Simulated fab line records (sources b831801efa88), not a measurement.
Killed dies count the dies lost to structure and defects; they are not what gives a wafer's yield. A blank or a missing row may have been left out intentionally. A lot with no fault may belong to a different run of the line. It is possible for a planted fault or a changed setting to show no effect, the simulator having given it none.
fab line records | flow sfq_line
record lots=6 | wafers=18 | last_day=80
route steps=325 shown R5@213 I5@228 C5@240 M6@251 M8@325
lots that met no fault: taken from a fault-free run of the same line
start_h: the number of hours between the record's first day and the start of the first shown wafer of the lot | wait_h: time in hours since the lot's previous step | " same as the row above | L1.1+2: a single row standing in for several wafers | - no value, or no start was given | * or withheld: withheld | < > ~ a bound
route shown NAME@n: a module of which the file shows steps, and the number in the route of the first | usual: average and standard deviation across the fault-free wafers | same: alike in all rows | chamber/n: place in a boat | sites: readings site by site | _std_site: how widely they spread, as a standard deviation | _edge_site: the outer-site mean with the inner-site mean subtracted | radius_mm: for every site, how far away it sits from the centre of the wafer | mask NAME#n: copy n | behind: tool/chamber where the wafer was last shaped | hold: why the lot went on hold/how many hours it stayed there/how the hold came to an end | device: the transistor (n, p or np) that didn't switch | end of line: the route-end tests of the same wafers | step lacking rows: just its recipe | killed: not the wafer's yield, but the dies lost to structure and defects at the first sort | map: shows each die of a wafer: x if killed, . if not, _ if none is there
set.NAME: setting as actually run; set.NAME@STEP: the setting as run at that earlier step | model.NAME: the simulator's own value behind a step, which no gauge read
a table for each step, a row for each wafer; lots at some steps of the route
services: when a tool's chamber went out of use (start_h, in hours from the record's first day, below 0 if earlier), for how many hours, and the reason
## steps
# step SFQ_TRILAYER_R5_DEP_SPUTTER_133
# recipe material=MoNx | base_pressure_pa=1.33e-06 | target_thk_nm=40 | power_w=1000 | time_s=66.7 | chamber_pressure_pa=0.4
# step SFQ_TRILAYER_R5_DEP_SPUTTER_134
# recipe material=Ti | base_pressure_pa=1.33e-06 | target_thk_nm=5 | power_w=2000 | time_s=5 | chamber_pressure_pa=0.4
# step SFQ_R5_RS_MEAS_933
# recipe thk_meas_gauge=four-point-probe | reads=Ti_of_TRILAYER_R5_DEP_SPUTTER_134+MoNx_of_TRILAYER_R5_DEP_SPUTTER_133+Ti_of_TRILAYER_R5_DEP_SPUTTER_132
# usual R5_MONX_RS=7.03/0.079
lot.wafer | tool          | chamber | start_h | wait_h | R5_MONX_RS[ohm/sq]
L251.2    | film_metro-01 | -       | 1249.36 | 0.0    | 6.96
L251.3    | "             | -       | "       | "      | 7.05
L251.5    | "             | -       | "       | "      | 7.00
L252.2    | film_metro-04 | -       | 1252.36 | 0.0    | 7.03
L252.4    | "             | -       | "       | "      | 7.06
L252.6    | "             | -       | "       | "      | 7.04
L265.1    | film_metro-03 | -       | 1495.24 | 0.0    | 6.91
L265.2    | "             | -       | "       | "      | 6.94
L265.6    | "             | -       | "       | "      | 7.02
L266.1    | film_metro-04 | -       | 1497.18 | 0.0    | 7.00
L266.4    | "             | -       | "       | "      | 7.02
L266.5    | "             | -       | "       | "      | 7.00
L271.1    | film_metro-04 | -       | 1598.54 | 0.0    | 7.05
L271.3    | "             | -       | "       | "      | 7.01
L271.5    | "             | -       | "       | "      | 7.05
L273.1    | film_metro-04 | -       | 1626.67 | 0.0    | 7.01
L273.2    | "             | -       | "       | "      | 7.15
L273.5    | "             | -       | "       | "      | 6.98
# step SFQ_R5_THK_MEAS_934
# recipe thk_meas_gauge=xrf | reads=MoNx_of_TRILAYER_R5_DEP_SPUTTER_133
# usual R5_MONX_THK=39.5/0.46
lot.wafer | tool          | chamber | start_h | wait_h | R5_MONX_THK[nm]
L251.2    | film_metro-01 | -       | 1249.47 | 0.1    | 39.7
L251.3    | "             | -       | "       | "      | 39.3
L251.5    | "             | -       | "       | "      | 39.2
L252.2    | film_metro-04 | -       | 1252.47 | 0.1    | 39.3
L252.4    | "             | -       | "       | "      | 39.2
L252.6    | "             | -       | "       | "      | 39.4
L265.1    | film_metro-03 | -       | 1495.36 | 0.1    | 40.1
L265.2    | "             | -       | "       | "      | 40.0
L265.6    | "             | -       | "       | "      | 39.7
L266.1    | film_metro-04 | -       | 1497.30 | 0.1    | 39.8
L266.4    | "             | -       | "       | "      | 39.9
L266.5    | "             | -       | "       | "      | 39.8
L271.1    | film_metro-04 | -       | 1598.66 | 0.1    | 39.4
L271.3    | "             | -       | "       | "      | 39.6
L271.5    | "             | -       | "       | "      | 39.6
L273.1    | film_metro-04 | -       | 1626.79 | 0.1    | 39.8
L273.2    | "             | -       | "       | "      | 38.8
L273.5    | "             | -       | "       | "      | 40.0
# step SFQ_TRILAYER_R5_LITHO_COAT_141
# recipe resist=BARC | spin_rpm=3000 | resist_thk_nm=62
# step SFQ_TRILAYER_R5_LITHO_COAT_136
# recipe resist=KrF | spin_rpm=3000 | resist_thk_nm=600
# step SFQ_TRILAYER_R5_LITHO_SOFTBAKE_140
# recipe temp_c=withheld | time_s=withheld | resist=KrF
# step SFQ_TRILAYER_R5_LITHO_EXPOSE_137
# recipe mask_id=R5 | na=0.6 | source_shape=conventional | sigma_outer=0.65 | target_cd_nm=500 | dose_mj=14.4
# step SFQ_TRILAYER_R5_LITHO_PEB_139
# recipe peb_temp_c=115 | peb_time_s=60 | resist=KrF
# step SFQ_TRILAYER_R5_LITHO_DEVELOP_138
# recipe time_s=60 | resist=KrF
# step SFQ_R5_OVL_MEAS_935
# usual R5_OVL=-1/6.6
lot.wafer | tool       | chamber | start_h | wait_h | R5_OVL[nm]
L251.2    | overlay-01 | -       | 1270.61 | 0.1    | 13
L251.3    | "          | -       | "       | "      | 13
L251.5    | "          | -       | "       | "      | 7
L252.2    | overlay-01 | -       | 1271.81 | 0.1    | 1
L252.4    | "          | -       | "       | "      | 8
L252.6    | "          | -       | "       | "      | 0
L265.1    | overlay-01 | -       | 1604.51 | 0.1    | -1
L265.2    | "          | -       | "       | "      | -6
L265.6    | "          | -       | "       | "      | -3
L266.1    | overlay-02 | -       | 1606.91 | 0.1    | -8
L266.4    | "          | -       | "       | "      | -2
L266.5    | "          | -       | "       | "      | 4
L271.1    | overlay-01 | -       | 1616.29 | 0.1    | 1
L271.3    | "          | -       | "       | "      | -1
L271.5    | "          | -       | "       | "      | 0
L273.1    | overlay-01 | -       | 1630.07 | 0.1    | 0
L273.2    | "          | -       | "       | "      | -6
L273.5    | "          | -       | "       | "      | -6
# step SFQ_TRILAYER_R5_BARC_OPEN_METAL_ETCH_177
# recipe mask_material=PR | chemistry=O2 | target_depth_nm=125 | target=BARC | icp_w=600 | bias_w=80 | pressure_mtorr=10 | time_s=41.7
# step SFQ_TRILAYER_R5_ETCH_METAL_ETCH_139
# recipe stop_on=SiO2 | mask_material=PR | chemistry=Cl2 | target_depth_nm=60 | icp_w=600 | bias_w=80 | pressure_mtorr=10 | time_s=40
# usual drypump_motor_current_A=5.8/0.59 | oes_product_au=0.990/0.0073 | rf_fwd_power_W=594.7/1.8
lot.wafer | tool         | chamber | start_h | wait_h | drypump_motor_current_A | oes_product_au | rf_fwd_power_W | rf_hours_counter_h | model.etch.depth_nm | model.R5.feature_depth_nm | model.KrF_of_TRILAYER_R5_LITHO_COAT_136.thk_nm
L251.2    | rie_metal-04 | 0       | 1270.70 | 0.0    | 5.7                     | 0.995          | 592.5          | 120                | 59.75               | 59.75                     | 497.7
L251.3    | "            | 1       | "       | "      | 4.7                     | 0.990          | 592.6          | -                  | 60                  | 60                        | 496.9
L251.5    | "            | 0       | "       | "      | 5.7                     | 0.997          | 596.1          | -                  | 59.91               | 59.91                     | 495.6
L252.2    | rie_metal-03 | 1       | 1271.98 | 0.1    | 6.1                     | 0.993          | 593.1          | -                  | 59.13               | 59.13                     | 498.9
L252.4    | "            | 1       | "       | "      | 6.1                     | 0.991          | 596.3          | -                  | 59.33               | 59.33                     | 498.1
L252.6    | "            | 1       | "       | "      | 6.1                     | 0.977          | 597.1          | -                  | 59.01               | 59.01                     | 497.5
L265.1    | rie_metal-04 | 1       | 1604.60 | 0.0    | 4.7                     | 0.856          | 597.5          | 8                  | 45.97               | 45.97                     | 500.5
L265.2    | "            | 0       | "       | "      | 5.7                     | 0.996          | 596.0          | 25                 | 60                  | 60                        | 496
L265.6    | "            | 0       | "       | "      | 5.7                     | 0.862          | 595.8          | -                  | 46.17               | 46.17                     | 502.5
L266.1    | rie_metal-04 | 0       | 1607.00 | 0.0    | 5.6                     | 0.858          | 595.5          | 26                 | 46.35               | 46.35                     | 501.1
L266.4    | "            | 0       | "       | "      | 5.6                     | 0.850          | 591.8          | -                  | 45.62               | 45.62                     | 501.2
L266.5    | "            | 0       | "       | "      | 5.6                     | 0.995          | 593.7          | -                  | 60                  | 60                        | 494.8
L271.1    | rie_metal-02 | 1       | 1616.38 | 0.0    | 6.3                     | 0.991          | 593.8          | 11                 | 59.56               | 59.56                     | 495.4
L271.3    | "            | 1       | "       | "      | 6.3                     | 0.995          | 591.4          | -                  | 59.6                | 59.6                      | 497.5
L271.5    | "            | 0       | "       | "      | 6.5                     | 1.003          | 592.7          | -                  | 60                  | 60                        | 493.8
L273.1    | rie_metal-02 | 0       | 1630.16 | 0.0    | 6.5                     | 0.992          | 595.9          | 121                | 60                  | 60                        | 496.6
L273.2    | "            | 1       | "       | "      | 6.3                     | 0.988          | 592.0          | 14                 | 58.81               | 58.81                     | 498.8
L273.5    | "            | 1       | "       | "      | 6.3                     | 0.989          | 594.2          | -                  | 59.23               | 59.23                     | 499.8
# step SFQ_TRILAYER_R5_STRIP_STRIP_140
# recipe gas=O2 | power_w=200 | platen_temp_c=40 | overash_fraction=0.65 | chemistry=O2 | pressure_mtorr=50
# usual drypump_motor_current_A=5.8/0.59 | oes_product_au=0.999/0.011
lot.wafer | tool         | chamber | start_h | wait_h | drypump_motor_current_A | oes_product_au | rf_hours_counter_h
L251.2    | rie_metal-04 | 0       | 1270.76 | 0.0    | 5.7                     | 1.001          | 120
L251.3    | "            | 1       | "       | "      | 4.8                     | 0.998          | -
L251.5    | "            | 0       | "       | "      | 5.7                     | 0.995          | -
L252.2    | rie_metal-03 | 1       | 1272.28 | 0.3    | 6.1                     | 0.984          | -
L252.4    | "            | 1       | "       | "      | 6.1                     | 0.984          | -
L252.6    | "            | 1       | "       | "      | 6.1                     | 0.989          | -
L265.1    | rie_metal-04 | 1       | 1604.66 | 0.0    | 4.8                     | 1.008          | 8
L265.2    | "            | 0       | "       | "      | 5.6                     | 1.018          | 25
L265.6    | "            | 0       | "       | "      | 5.6                     | 1.024          | -
L266.1    | rie_metal-04 | 0       | 1607.06 | 0.0    | 5.7                     | 1.003          | 26
L266.4    | "            | 0       | "       | "      | 5.7                     | 1.010          | -
L266.5    | "            | 0       | "       | "      | 5.7                     | 1.015          | -
L271.1    | rie_metal-02 | 1       | 1616.44 | 0.0    | 6.3                     | 0.984          | 11
L271.3    | "            | 1       | "       | "      | 6.3                     | 0.983          | -
L271.5    | "            | 0       | "       | "      | 6.5                     | 1.010          | -
L273.1    | rie_metal-02 | 0       | 1630.22 | 0.0    | 6.6                     | 1.007          | 121
L273.2    | "            | 1       | "       | "      | 6.3                     | 0.992          | 14
L273.5    | "            | 1       | "       | "      | 6.3                     | 0.995          | -
# step SFQ_TRILAYER_R5_STRIP_SOLV_CLEAN_141
# recipe chemistry=NMP | temp_c=70 | time_s=600
# step SFQ_TRILAYER_A5C_DEP_PECVD_142
# recipe material=SiO2 | temp_c=150 | time_s=15.556 | pressure_torr=2.4 | rf_w=183.3 | precursor=SiH4/N2O | target_thk_nm=70
# step SFQ_TRILAYER_I5_LITHO_COAT_149
# recipe resist=BARC | spin_rpm=3000 | resist_thk_nm=62
# step SFQ_TRILAYER_I5_LITHO_COAT_144
# recipe resist=KrF | spin_rpm=3000 | resist_thk_nm=650
# step SFQ_TRILAYER_I5_LITHO_SOFTBAKE_148
# recipe temp_c=withheld | time_s=withheld | resist=KrF
# step SFQ_TRILAYER_I5_LITHO_EXPOSE_145
# recipe mask_id=I5 | na=0.6 | source_shape=conventional | sigma_outer=0.65 | target_cd_nm=700 | dose_mj=21.3
# step SFQ_TRILAYER_I5_LITHO_PEB_147
# recipe peb_temp_c=115 | peb_time_s=60 | resist=KrF
# step SFQ_TRILAYER_I5_LITHO_DEVELOP_146
# recipe time_s=60 | resist=KrF
# step SFQ_I5_OVL_MEAS_936
# usual I5_OVL=-1/5.4
lot.wafer | tool       | chamber | start_h | wait_h | I5_OVL[nm]
L251.2    | overlay-01 | -       | 1383.51 | 0.1    | -8
L251.3    | "          | -       | "       | "      | -15
L251.5    | "          | -       | "       | "      | -5
L252.2    | overlay-01 | -       | 1384.71 | 0.1    | 6
L252.4    | "          | -       | "       | "      | 4
L252.6    | "          | -       | "       | "      | 1
L265.1    | overlay-01 | -       | 1607.71 | 0.1    | -1
L265.2    | "          | -       | "       | "      | 2
L265.6    | "          | -       | "       | "      | 1
L266.1    | overlay-02 | -       | 1610.11 | 0.1    | 0
L266.4    | "          | -       | "       | "      | 5
L266.5    | "          | -       | "       | "      | 3
L271.1    | overlay-01 | -       | 1623.49 | 0.1    | 2
L271.3    | "          | -       | "       | "      | 3
L271.5    | "          | -       | "       | "      | 5
L273.1    | overlay-02 | -       | 1633.27 | 0.1    | -2
L273.2    | "          | -       | "       | "      | 2
L273.5    | "          | -       | "       | "      | -2
# step SFQ_TRILAYER_I5_BARC_OPEN_VIA_ETCH_200
# recipe mask_material=PR | chemistry=O2 | target_depth_nm=125 | target=BARC | source_w=500 | bias_w=80 | pressure_mtorr=30 | time_s=41.7
# step SFQ_TRILAYER_I5_ETCH_VIA_ETCH_147
# recipe stop_on=Nb | mask_material=PR | chemistry=CHF3 | target_depth_nm=360 | source_w=500 | bias_w=80 | pressure_mtorr=30 | time_s=withheld
# step SFQ_TRILAYER_I5_STRIP_STRIP_148
# recipe gas=O2 | power_w=200 | platen_temp_c=40 | overash_fraction=0.65 | chemistry=O2 | pressure_mtorr=50
# usual drypump_motor_current_A=6.0/0.44 | oes_product_au=1.000/0.0098
lot.wafer | tool         | chamber | start_h | wait_h | drypump_motor_current_A | oes_product_au | rf_hours_counter_h
L251.2    | rie_metal-03 | 1       | 1383.73 | -      | 6.1                     | 0.990          | 79
L251.3    | "            | 0       | "       | "      | 5.5                     | 1.002          | -
L251.5    | "            | 1       | "       | "      | 6.1                     | 0.981          | -
L252.2    | rie_metal-01 | 0       | 1384.93 | -      | 5.3                     | 0.994          | 103
L252.4    | "            | 0       | "       | "      | 5.3                     | 1.002          | -
L252.6    | "            | 1       | "       | "      | 6.3                     | 1.005          | -
L265.1    | rie_metal-01 | 0       | 1607.94 | -      | 5.3                     | 1.003          | 133
L265.2    | "            | 1       | "       | "      | 6.3                     | 1.008          | 120
L265.6    | "            | 0       | "       | "      | 5.3                     | 1.012          | -
L266.1    | rie_metal-01 | 0       | 1610.34 | -      | 5.3                     | 1.008          | 133
L266.4    | "            | 1       | "       | "      | 6.3                     | 1.010          | -
L266.5    | "            | 0       | "       | "      | 5.3                     | 1.010          | -
L271.1    | rie_metal-03 | 1       | 1623.71 | -      | 6.1                     | 0.988          | 114
L271.3    | "            | 0       | "       | "      | 5.5                     | 0.996          | -
L271.5    | "            | 0       | "       | "      | 5.5                     | 0.998          | -
L273.1    | rie_metal-03 | 0       | 1633.50 | -      | 5.5                     | 0.996          | 52
L273.2    | "            | 1       | "       | "      | 6.1                     | 0.987          | 116
L273.5    | "            | 1       | "       | "      | 6.1                     | 0.988          | -
# step SFQ_TRILAYER_I5_STRIP_SOLV_CLEAN_149
# recipe chemistry=NMP | temp_c=70 | time_s=600
# step SFQ_TRILAYER_C5_LITHO_COAT_156
# recipe resist=BARC | spin_rpm=3000 | resist_thk_nm=62
# step SFQ_TRILAYER_C5_LITHO_COAT_151
# recipe resist=KrF | spin_rpm=3000 | resist_thk_nm=650
# step SFQ_TRILAYER_C5_LITHO_SOFTBAKE_155
# recipe temp_c=withheld | time_s=withheld | resist=KrF
# step SFQ_TRILAYER_C5_LITHO_EXPOSE_152
# recipe mask_id=C5 | na=0.6 | source_shape=conventional | sigma_outer=0.65 | target_cd_nm=500 | dose_mj=21.3
# step SFQ_TRILAYER_C5_LITHO_PEB_154
# recipe peb_temp_c=115 | peb_time_s=60 | resist=KrF
# step SFQ_TRILAYER_C5_LITHO_DEVELOP_153
# recipe time_s=60 | resist=KrF
# step SFQ_C5_OVL_MEAS_937
# usual C5_OVL=0/5.6
lot.wafer | tool       | chamber | start_h | wait_h | C5_OVL[nm]
L251.2    | overlay-02 | -       | 1419.77 | 0.1    | 6
L251.3    | "          | -       | "       | "      | 11
L251.5    | "          | -       | "       | "      | 11
L252.2    | overlay-02 | -       | 1420.97 | 0.1    | -2
L252.4    | "          | -       | "       | "      | -3
L252.6    | "          | -       | "       | "      | -1
L265.1    | overlay-01 | -       | 1699.37 | 0.1    | -1
L265.2    | "          | -       | "       | "      | 4
L265.6    | "          | -       | "       | "      | 2
L266.1    | overlay-01 | -       | 1701.77 | 0.1    | 3
L266.4    | "          | -       | "       | "      | 3
L266.5    | "          | -       | "       | "      | 0
L271.1    | overlay-01 | -       | 1718.37 | 0.1    | 2
L271.3    | "          | -       | "       | "      | -3
L271.5    | "          | -       | "       | "      | -3
L273.1    | overlay-01 | -       | 1730.37 | 0.1    | 3
L273.2    | "          | -       | "       | "      | 3
L273.5    | "          | -       | "       | "      | 7
# step SFQ_TRILAYER_C5_BARC_OPEN_VIA_ETCH_210
# recipe mask_material=PR | chemistry=O2 | target_depth_nm=125 | target=BARC | source_w=500 | bias_w=80 | pressure_mtorr=30 | time_s=41.7
# usual drypump_motor_current_A=5.7/0.48 | oes_product_au=0.685/0.0045 | rf_fwd_power_W=494.6/2.4
lot.wafer | tool        | chamber | start_h | wait_h | drypump_motor_current_A | oes_product_au | rf_fwd_power_W | rf_hours_counter_h
L251.2    | rie_diel-04 | 0       | 1419.80 | 0.0    | 5.0                     | 0.693          | 494.2          | 9
L251.3    | "           | 1       | "       | "      | 5.6                     | 0.684          | 492.1          | 4
L251.5    | "           | 1       | "       | "      | 5.6                     | 0.677          | 493.0          | -
L252.2    | rie_diel-01 | 2       | 1421.00 | 0.0    | 5.6                     | 0.683          | 489.9          | 10
L252.4    | "           | 3       | "       | "      | 6.0                     | 0.682          | 497.4          | 6
L252.6    | "           | 2       | "       | "      | 5.6                     | 0.689          | 490.1          | -
L265.1    | rie_diel-04 | 0       | 1699.41 | 0.0    | 5.0                     | 0.688          | 492.9          | 13
L265.2    | "           | 3       | "       | "      | 6.3                     | 0.688          | 490.4          | 2
L265.6    | "           | 0       | "       | "      | 5.0                     | 0.680          | 496.5          | -
L266.1    | rie_diel-01 | 1       | 1701.81 | 0.0    | 6.2                     | 0.682          | 497.2          | 13
L266.4    | "           | 3       | "       | "      | 6.1                     | 0.680          | 496.1          | 11
L266.5    | "           | 0       | "       | "      | 6.5                     | 0.686          | 494.7          | -
L271.1    | rie_diel-03 | 2       | 1718.41 | 0.0    | 5.1                     | 0.686          | 496.1          | 3
L271.3    | "           | 1       | "       | "      | 5.9                     | 0.687          | 498.2          | 9
L271.5    | "           | 1       | "       | "      | 5.9                     | 0.687          | 496.2          | -
L273.1    | rie_diel-03 | 2       | 1730.41 | 0.0    | 5.1                     | 0.686          | 499.0          | 3
L273.2    | "           | 3       | "       | "      | 5.5                     | 0.683          | 493.0          | 2
L273.5    | "           | 3       | "       | "      | 5.5                     | 0.688          | 495.2          | -
# step SFQ_TRILAYER_C5_ETCH_VIA_ETCH_154
# recipe target=SiO2 | mask_material=PR | chemistry=CHF3 | target_depth_nm=84 | source_w=500 | bias_w=80 | pressure_mtorr=30 | time_s=withheld | stop_on=Nb
# step SFQ_TRILAYER_C5_STRIP_STRIP_155
# recipe gas=O2 | power_w=200 | platen_temp_c=40 | overash_fraction=0.65 | chemistry=O2 | pressure_mtorr=50
# usual drypump_motor_current_A=5.8/0.63 | oes_product_au=1.005/0.0092
lot.wafer | tool         | chamber | start_h | wait_h | drypump_motor_current_A | oes_product_au | rf_hours_counter_h
L251.2    | rie_metal-04 | 1       | 1419.89 | -      | 4.8                     | 1.001          | 138
L251.3    | "            | 1       | "       | "      | 4.8                     | 0.996          | -
L251.5    | "            | 0       | "       | "      | 5.7                     | 1.009          | -
L252.2    | rie_metal-01 | 1       | 1421.09 | -      | 6.3                     | 1.012          | 95
L252.4    | "            | 1       | "       | "      | 6.3                     | 1.010          | -
L252.6    | "            | 0       | "       | "      | 5.3                     | 0.995          | -
L265.1    | rie_metal-04 | 1       | 1699.49 | -      | 4.8                     | 1.024          | 20
L265.2    | "            | 0       | "       | "      | 5.7                     | 1.014          | 37
L265.6    | "            | 1       | "       | "      | 4.7                     | 1.019          | -
L266.1    | rie_metal-02 | 0       | 1701.89 | -      | 6.5                     | 1.001          | 130
L266.4    | "            | 1       | "       | "      | 6.2                     | 0.986          | -
L266.5    | "            | 1       | "       | "      | 6.3                     | 0.987          | -
L271.1    | rie_metal-04 | 1       | 1718.49 | -      | 4.8                     | 1.016          | 24
L271.3    | "            | 1       | "       | "      | 4.8                     | 1.021          | -
L271.5    | "            | 1       | "       | "      | 4.8                     | 1.019          | -
L273.1    | rie_metal-02 | 1       | 1730.49 | -      | 6.3                     | 0.996          | 27
L273.2    | "            | 0       | "       | "      | 6.5                     | 1.007          | 136
L273.5    | "            | 0       | "       | "      | 6.5                     | 1.013          | -
# step SFQ_TRILAYER_C5_STRIP_SOLV_CLEAN_156
# recipe chemistry=NMP | temp_c=70 | time_s=600
# step SFQ_TRILAYER_M6_DEP_PRE_CLEAN_158
# recipe gas=Ar | time_s=22.5 | bias_v=250
# step SFQ_TRILAYER_M6_DEP_SPUTTER_157
# recipe material=Nb | base_pressure_pa=1.33e-06 | chamber_pressure_pa=0.1333 | substrate_temp_c=20 | target_thk_nm=200 | power_w=2000 | time_s=133.3
# usual chamber_pressure_pa=0.13332/0.00026 | throttle_valve_pct=29.8/1
lot.wafer | tool           | chamber | start_h | wait_h | chamber_pressure_pa | throttle_valve_pct
L251.2    | pvd_sputter-04 | -       | 1420.69 | 0.0    | 0.13315             | 31.0
L251.3    | "              | -       | "       | "      | 0.13315             | 30.9
L251.5    | "              | -       | "       | "      | 0.13328             | 31.0
L252.2    | pvd_sputter-04 | -       | 1421.91 | 0.0    | 0.13324             | 30.8
L252.4    | "              | -       | "       | "      | 0.1334              | 31.9
L252.6    | "              | -       | "       | "      | 0.13371             | 31.9
L265.1    | pvd_sputter-04 | -       | 1700.31 | 0.0    | 0.13329             | 32.0
L265.2    | "              | -       | "       | "      | 0.13342             | 30.6
L265.6    | "              | -       | "       | "      | 0.13318             | 29.1
L266.1    | pvd_sputter-06 | -       | 1702.70 | 0.0    | 0.13292             | 29.6
L266.4    | "              | -       | "       | "      | 0.13299             | 28.7
L266.5    | "              | -       | "       | "      | 0.13285             | 29.3
L271.1    | pvd_sputter-05 | -       | 1719.30 | 0.0    | 0.13302             | 28.8
L271.3    | "              | -       | "       | "      | 0.1334              | 29.4
L271.5    | "              | -       | "       | "      | 0.13312             | 29.4
L273.1    | pvd_sputter-05 | -       | 1731.30 | 0.0    | 0.13333             | 29.1
L273.2    | "              | -       | "       | "      | 0.13339             | 29.4
L273.5    | "              | -       | "       | "      | 0.13289             | 29.1
# step SFQ_M6_RS_MEAS_938
# recipe thk_meas_gauge=four-point-probe | reads=Nb_of_TRILAYER_M6_DEP_SPUTTER_157
# usual M6_NB_RS=0.889/0.012
lot.wafer | tool          | chamber | start_h | wait_h | M6_NB_RS[ohm/sq]
L251.2    | film_metro-04 | -       | 1420.80 | 0.1    | 0.909
L251.3    | "             | -       | "       | "      | 0.903
L251.5    | "             | -       | "       | "      | 0.908
L252.2    | film_metro-03 | -       | 1422.02 | 0.1    | 0.876
L252.4    | "             | -       | "       | "      | 0.887
L252.6    | "             | -       | "       | "      | 0.875
L265.1    | film_metro-03 | -       | 1700.40 | 0.0    | 0.903
L265.2    | "             | -       | "       | "      | 0.896
L265.6    | "             | -       | "       | "      | 0.911
L266.1    | film_metro-02 | -       | 1702.79 | 0.0    | 0.890
L266.4    | "             | -       | "       | "      | 0.883
L266.5    | "             | -       | "       | "      | 0.897
L271.1    | film_metro-04 | -       | 1719.39 | 0.0    | 0.879
L271.3    | "             | -       | "       | "      | 0.886
L271.5    | "             | -       | "       | "      | 0.874
L273.1    | film_metro-04 | -       | 1731.39 | 0.0    | 0.886
L273.2    | "             | -       | "       | "      | 0.899
L273.5    | "             | -       | "       | "      | 0.886
# step SFQ_M8_BOW_MEAS_951
# recipe mode=bow
# usual M8_BOW=11/11
lot.wafer | tool          | chamber | start_h | wait_h | M8_BOW[um] | model.etest.r5.comb_log10_ohm
L251.2    | film_metro-03 | -       | 1821.60 | 0.0    | 16         | 12
L251.3    | "             | -       | "       | "      | 9          | 12
L251.5    | "             | -       | "       | "      | -6         | 12
L252.2    | film_metro-04 | -       | 1833.41 | 0.0    | 28         | 12
L252.4    | "             | -       | "       | "      | 32         | 12
L252.6    | "             | -       | "       | "      | 13         | 12
L265.1    | film_metro-04 | -       | 1869.19 | 0.0    | 15         | 0
L265.2    | "             | -       | "       | "      | 14         | 12
L265.6    | "             | -       | "       | "      | 13         | 0
L266.1    | film_metro-03 | -       | 1874.33 | 0.0    | 5          | 0
L266.4    | "             | -       | "       | "      | 23         | 0
L266.5    | "             | -       | "       | "      | 13         | 12
L271.1    | film_metro-04 | -       | 1914.65 | 0.0    | 15         | 12
L271.3    | "             | -       | "       | "      | 33         | 12
L271.5    | "             | -       | "       | "      | 15         | 12
L273.1    | film_metro-02 | -       | 1917.05 | 0.0    | -12        | 12
L273.2    | "             | -       | "       | "      | -3         | 12
L273.5    | "             | -       | "       | "      | 0          | 12
## services
tool           | chamber | start_h | hours | kind
rie_diel-04    | 1       | 1262.95 | 18.9  | repair
rie_diel-04    | -       | 1274.63 | 4.3   | pm
rie_diel-04    | 3       | 1288.65 | 3.8   | repair
rie_diel-01    | 3       | 1296.71 | 3.4   | repair
rie_diel-03    | -       | 1299.96 | 2.0   | repair
rie_diel-01    | 2       | 1304.03 | 11.2  | repair
rie_diel-03    | 0       | 1308.14 | 7.2   | repair
rie_metal-04   | 1       | 1308.36 | 5.9   | repair
rie_metal-04   | -       | 1313.85 | 2.8   | pm
pvd_sputter-05 | -       | 1341.00 | 2.2   | repair
rie_metal-04   | -       | 1362.68 | 1.5   | repair
rie_metal-01   | -       | 1370.56 | 1.4   | pm
rie_metal-04   | 0       | 1374.70 | 7.1   | repair
pvd_sputter-04 | -       | 1383.72 | 5.4   | repair
rie_metal-04   | -       | 1387.35 | 0.6   | repair
pvd_sputter-04 | -       | 1465.81 | 0.7   | repair
rie_metal-02   | -       | 1496.56 | 2.8   | pm
rie_metal-03   | -       | 1524.39 | 0.7   | repair
rie_metal-04   | -       | 1556.38 | 14.6  | pm
pvd_sputter-04 | -       | 1568.19 | 1.5   | repair
rie_metal-03   | -       | 1578.28 | 2.8   | pm
pvd_sputter-04 | -       | 1593.58 | 2.0   | repair
pvd_sputter-04 | -       | 1646.25 | 0.6   | repair
rie_metal-02   | 1       | 1677.42 | 5.2   | repair
## key
first_sign step=SFQ_TRILAYER_R5_ETCH_METAL_ETCH_139 | reading=oes_product_au | direction=down | sigmas=18 | usual=0.990 | struck=0.857
effect none on later readings
model_effect step=SFQ_TRILAYER_R5_ETCH_METAL_ETCH_139 | value=etch.depth_nm | without=60 | struck=46.02
model_effect step=SFQ_M8_BOW_MEAS_951 | value=etest.r5.comb_log10_ohm | without=12 | struck=0
met_at SFQ_TRILAYER_R5_ETCH_METAL_ETCH_139
struck_wafers L265.1,L265.6,L266.1,L266.4
onset_between 1270.70 1604.60
fault kind=process_parameter_drift | tool=rie_metal-04 | chamber=- | onset_h=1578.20 | steps=SFQ_TRILAYER_R5_ETCH_METAL_ETCH_139 | channel=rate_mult | offset=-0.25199 | shape=step | end_h=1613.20 | scope=struck_wafers_only
